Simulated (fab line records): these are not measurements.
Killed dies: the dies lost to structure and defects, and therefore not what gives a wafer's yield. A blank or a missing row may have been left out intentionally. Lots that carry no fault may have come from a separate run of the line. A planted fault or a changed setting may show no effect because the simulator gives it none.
What tool caused it?    flow gf180mcu    36 wafers from 12 lots sampled at 5 of the route's 602 steps

## WHAT THE GAUGES READ, wafer by wafer
GF_DNWELL_TW_MEAS_09.
lot   measured     on             DNWELL_TW
L923  day 3 05:11  film metro-03  1357 1361 1353
L926  day 3 22:45  film metro-01  30 30 31 30 30 30
L930  day 4 18:47  film metro-04  1355 1349 1360
L931  day 5 04:28  film metro-03  1362 1360 1353
L932  day 5 07:24  film metro-01  1340 1339 1329
L933  day 5 11:51  film metro-01  1336 1332 1340
L935  day 5 20:59  film metro-01  1347 1335 1340
L936  day 6 03:06  film metro-04  1340 1341 1345
L937  day 6 07:28  film metro-01  1350 1345 1348
L938  day 6 13:19  film metro-01  1335 1338 1340
L939  day 6 18:12  film metro-01  1338 1336 1336
L940  day 7 00:50  film metro-03  1353 1356 1354

GF_V2_BOW_MEAS_05.
lot   measured      on             V2_BOW (um)
L923  day 19 22:20  film metro-03  100 100 105
L930  day 22 15:53  film metro-02  101 105 109
L931  day 23 10:05  film metro-04  104 95 99
L932  day 23 13:48  film metro-03  98 105 113
L933  day 23 16:56  film metro-03  90 103 101
L935  day 24 08:28  film metro-04  88 101 96
L936  day 24 17:08  film metro-04  107 105 105
L937  day 24 21:30  film metro-04  91 76 103
L938  day 25 03:05  film metro-02  118 120 105
L939  day 25 13:41  film metro-03  104 105 109
L940  day 26 00:47  film metro-04  119 107 99

GF_V2_OVL_MEAS_15.
lot   measured      on          V2_OVL (nm)
L923  day 20 22:13  overlay-01  9 -3 5
L930  day 23 14:22  overlay-02  -7 -2 6
L931  day 24 08:47  overlay-01  1 -5 0
L932  day 24 11:52  overlay-01  7 -6 0
L933  day 24 15:25  overlay-01  1 -7 6
L935  day 25 06:07  overlay-02  -7 -8 -3
L936  day 25 15:34  overlay-02  4 2 1
L937  day 25 18:22  overlay-02  -5 -1 -2
L938  day 26 00:51  overlay-02  4 -3 9
L939  day 26 10:58  overlay-02  4 0 0
L940  day 26 21:01  overlay-01  -11 2 -9

## WHICH TOOL RAN EACH LOT (tool, then ch and the chambers of the sampled wafers, then the start)
lot   GF_DNWELL_EXPOSE_04                 GF_CONTACT_STRIP_18
L923  iline stepper-01 ch 0, day 2 22:25  plasma asher-03 ch 1, day 16 18:31
L926  iline stepper-01 ch 0, day 3 16:23  -
L930  iline stepper-02 ch 0, day 4 11:59  plasma asher-03 ch 0,1, day 19 10:25
L931  iline stepper-02 ch 0, day 4 20:59  plasma asher-03 ch 0,1, day 20 03:53
L932  iline stepper-01 ch 0, day 5 00:11  plasma asher-01 ch 0,1, day 20 09:20
L933  iline stepper-01 ch 0, day 5 04:56  plasma asher-01 ch 0,1, day 20 13:31
L935  iline stepper-02 ch 0, day 5 13:25  plasma asher-03 ch 0, day 21 05:04
L936  iline stepper-02 ch 0, day 5 19:25  plasma asher-01 ch 0,1, day 21 14:51
L937  iline stepper-02 ch 0, day 5 23:41  plasma asher-03 ch 0,1, day 21 20:58
L938  iline stepper-01 ch 0, day 6 05:11  plasma asher-03 ch 0, day 22 03:39
L939  iline stepper-01 ch 0, day 6 10:25  plasma asher-02 ch 0,1, day 22 14:25
L940  iline stepper-01 ch 0, day 6 17:46  plasma asher-01 ch 0,1, day 23 01:34
- GF_DNWELL_EXPOSE_04: exposes mask DNWELL, target cd 1700 nm.
- GF_CONTACT_STRIP_18: strips in O2/N2.

## AS READ BY THE TOOLS THEMSELVES (means over the sampled wafers that have a number; for cases with no such wafer, the mark the record gives instead)
GF_DNWELL_EXPOSE_04.
lot   tool              stage vel mm s (mm/s)
L923  iline stepper-01  499.92
L926  iline stepper-01  500.21
L930  iline stepper-02  499.85
L931  iline stepper-02  500.10
L932  iline stepper-01  499.72
L933  iline stepper-01  500.05
L935  iline stepper-02  500.48
L936  iline stepper-02  499.94
L937  iline stepper-02  499.81
L938  iline stepper-01  500.00
L939  iline stepper-01  500.06
L940  iline stepper-01  499.94

GF_CONTACT_STRIP_18.
lot   tool             chamber pressure mTorr (mTorr)  drypump motor current A (A)  heater power w (W)  oes product au (a.u.)
L923  plasma asher-03  1500.1                          6.18                         343                 0.586
L930  plasma asher-03  1499.7                          6.05                         326                 0.578
L931  plasma asher-03  1500.2                          6.07                         330                 0.582
L932  plasma asher-01  1500.3                          5.92                         347                 0.578
L933  plasma asher-01  1500.3                          5.95                         348                 0.582
L935  plasma asher-03  1499.4                          5.86                         326                 0.579
L936  plasma asher-01  1500.8                          5.92                         346                 0.581
L937  plasma asher-03  1500.5                          5.96                         326                 0.582
L938  plasma asher-03  1500.0                          5.85                         324                 0.581
L939  plasma asher-02  1499.4                          5.91                         325                 0.582
L940  plasma asher-01  1498.6                          5.86                         338                 0.581

## THE ANSWER, worked out from the rows above alone
Rule: usual is defined by the lots themselves. Put in order of their means at a reading, lots are off if they are a third of the lots or fewer, leave a main group of 4 or more, and stand apart from it by a gap of 3 or more times the standard deviation of the main group's means; of several such gaps the widest counts. A main group whose means are all the same, to the digits that the tables above print for the reading, isn't used. Also off: a lot with no number at a reading for which 4 or more lots have one. The other lots that the step has rows for count as sound. The gauges are gone through in route order, then the tools' own readings, and for those a lot's mean is taken as printed above. At the first step where some lot is off, the reading lying furthest off is the one used; lots without a number count as furthest.
Off: L926, seen at GF_DNWELL_TW_MEAS_09 (DNWELL_TW). Main group: mean 1346, sd 8.6.
If a tool, at a process step before that reading, ran all the lots that are off and no sound lot after the first of them, it fits. Gauges at GF_DNWELL_TW_MEAS_09: tried the same way as those tools. Not one of the candidates tried fits.

## WHAT HAD BEEN PUT IN BY THE SIMULATOR
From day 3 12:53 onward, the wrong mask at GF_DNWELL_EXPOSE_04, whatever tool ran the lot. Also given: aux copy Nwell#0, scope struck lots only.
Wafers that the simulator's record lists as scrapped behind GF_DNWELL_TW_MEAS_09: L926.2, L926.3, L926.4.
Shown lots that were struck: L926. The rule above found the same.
